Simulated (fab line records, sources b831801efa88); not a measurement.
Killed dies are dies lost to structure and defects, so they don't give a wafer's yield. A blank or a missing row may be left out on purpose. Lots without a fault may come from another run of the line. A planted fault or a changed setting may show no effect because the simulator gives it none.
Problem report in the 8D (eight disciplines) form, filled by code | flow gf180mcu | the parts of the form that need people (team, actions taken, sign-off) are left out

1. THE PROBLEM
rf_fwd_power_W at GF_M5_METAL_ETCH_10 reads a mean of 667.0 W on 3 wafers of 2 lots; wafers without a fault read 795.9 W with a standard deviation of 2.6. That is -50 standard deviations from the usual mean.
The step: etches the open film in Cl2/BCl3, stops on SiO2, target depth 750.8 nm, time 125.1 s.
First seen on wafer L810.1, day 31 00:59, on rie_metal-01. The record holds 33 wafers of 11 lots with a number at this step. Rule for "out", or "out of limits": more than 4 standard deviations from the usual mean. The other wafers with a number count as sound.

2. WHAT IT IS AND WHAT IT IS NOT
question                    | is                                                 | is not
which readings at this step | rf_fwd_power_W, oes_product_au, throttle_valve_pct | drypump_motor_current_A
which lots                  | L810, L812                                         | L796, L797, L800, L801, L802, L813, L815, L816, L818
which wafers of those lots  | L810.1, L810.5, L812.6                             | L810.2, L812.1, L812.5
read on which tools         | rie_metal-01                                       | rie_metal-02, rie_metal-03
when                        | from day 31 00:59                                  | up to then (16 sound wafers); but 14 sound wafers of L812, L813, L815, L816, L818 came after

3. SUSPECTS, AND WHAT RULES EACH OUT
Counting: a tool at a process step up to the reading stays a suspect if it ran every lot that is out. Sound lots after the first of them don't rule it out here, since some wafers of a struck lot are sound.
- rie_metal-01 at GF_M5_METAL_ETCH_10 (etches the open film in Cl2/BCl3, stops on SiO2, target depth 750.8 nm, time 125.1 s): kept. It ran every lot that is out, first L810 (day 31 00:59); its last sound lot up to then is L801 (day 28 00:11). Its own readings are out on those wafers: oes_product_au, rf_fwd_power_W, throttle_valve_pct.
- Within rie_metal-01 at GF_M5_METAL_ETCH_10: the wafers that are out ran in chamber 0; their sound lot-mates ran in chamber 1.
Left after counting: rie_metal-01 at GF_M5_METAL_ETCH_10.

4. THE CAUSE (what the simulator had put in)
Process parameter drift: rie_metal-01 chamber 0, from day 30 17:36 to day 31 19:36, at GF_M5_METAL_ETCH_10. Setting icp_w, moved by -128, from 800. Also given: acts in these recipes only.
Counting left only this tool.

5. THE CHAIN OF EFFECTS, in route order
Each row: a reading whose mean over the struck wafers that have a number lies more than 3 standard deviations from the usual. Only readings for which the record gives a usual standard deviation are gone through. hours: the time from each lot's start at the first step in this table that gives one to its start at this step, as a median over the lots. sigmas: the change in usual standard deviations.
hours | step                | reading                  | usual      | on struck wafers | change | sigmas
0     | GF_M5_METAL_ETCH_10 | oes_product_au           | 0.990 a.u. | 0.910            | -0.080 | -12
0     | GF_M5_METAL_ETCH_10 | rf_fwd_power_W           | 795.9 W    | 667.0            | -128.9 | -50
0     | GF_M5_METAL_ETCH_10 | throttle_valve_pct       | 28.231 %   | 28.325           | +0.094 | +8.5
0     | GF_M5_STRIP_11      | oes_product_au           | 0.524 a.u. | 0.541            | +0.017 | +3.0
0     | GF_M5_STRIP_11      | strip_time_to_endpoint_s | 7.04 s     | 7.51             | +0.47  | +8.5
The process steps in it:
- GF_M5_METAL_ETCH_10: etches the open film in Cl2/BCl3, stops on SiO2, target depth 750.8 nm, time 125.1 s.
- GF_M5_STRIP_11: strips in O2/N2.

6. WHAT WOULD HAVE CAUGHT IT SOONER
In this record the first reading out of limits was taken at day 31 00:59, 7 hours after the fault began at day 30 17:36.
